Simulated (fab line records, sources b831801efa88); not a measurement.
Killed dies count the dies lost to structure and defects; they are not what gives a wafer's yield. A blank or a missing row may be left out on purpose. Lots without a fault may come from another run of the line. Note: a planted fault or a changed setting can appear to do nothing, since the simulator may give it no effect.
What tool caused it? ; flow sky130 ; 6 lots, 18 wafers sampled, at 3 steps of a route of 708

## WHAT THE GAUGES SHOWED, per wafer
SKY_SD_N_RS_MEAS_17: measurement is done with a four-point probe.
lot;measured;on;SD_P_RS (ohm/sq)
L981;day 29 13:17;filmMetro-04;146.7 146.7 147.2
L984;day 30 20:13;filmMetro-02;146.3 146.4 146.7
L990;day 32 16:51;filmMetro-04;146.4 146.8 146.9
L995;day 34 13:29;filmMetro-02;146.5 146.6 146.5
L997;day 34 21:53;filmMetro-02;146.4 146.1 146.4
L998;day 36 13:01;filmMetro-04;146.6 146.9 146.9

## WHICH TOOL RAN EACH LOT (tool, then ch and the chambers of the sampled wafers, then the start)
lot;SKY_RES_XHIGH_STRIP_08;SKY_SD_N_STRIP_11
L981;plasmaAsher-02 ch 0,1, day 28 09:04;plasmaAsher-02 ch 0,1, day 29 12:43
L984;plasmaAsher-02 ch 1, day 29 15:44;plasmaAsher-02 ch 1, day 30 19:43
L990;plasmaAsher-03 ch 0,1, day 31 13:20;plasmaAsher-01 ch 0,1, day 32 16:20
L995;plasmaAsher-04 ch 0,1, day 33 10:40;plasmaAsher-01 ch 0,1, day 34 12:59
L997;plasmaAsher-04 ch 0,1, day 33 18:53;plasmaAsher-02 ch 0,1, day 34 21:21
L998;plasmaAsher-03 ch 0,1, day 35 10:10;plasmaAsher-01 ch 0,1, day 36 12:31
- SKY_RES_XHIGH_STRIP_08: strips in O2/N2.
- SKY_SD_N_STRIP_11: strips in O2/N2.

## THE ANSWER, worked out from the rows above alone
Rule: usual is defined by the lots themselves. The widest of any qualifying gaps counts: lots, ordered by their means at a reading, are off when they make up no more than a third of the lots, leave a main group of 4 or more, and stand apart from it by 3 or more times the standard deviation of that group's means. The tables above print the reading to a certain number of digits; a main group whose means all agree to those digits is not used. Also off: a lot with no number at a reading for which 4 or more lots have one. The other lots that the step has rows for count as sound.
Nothing can be told from this: no lot is off at any reading shown.

## WHAT THE SIMULATOR PUT IN
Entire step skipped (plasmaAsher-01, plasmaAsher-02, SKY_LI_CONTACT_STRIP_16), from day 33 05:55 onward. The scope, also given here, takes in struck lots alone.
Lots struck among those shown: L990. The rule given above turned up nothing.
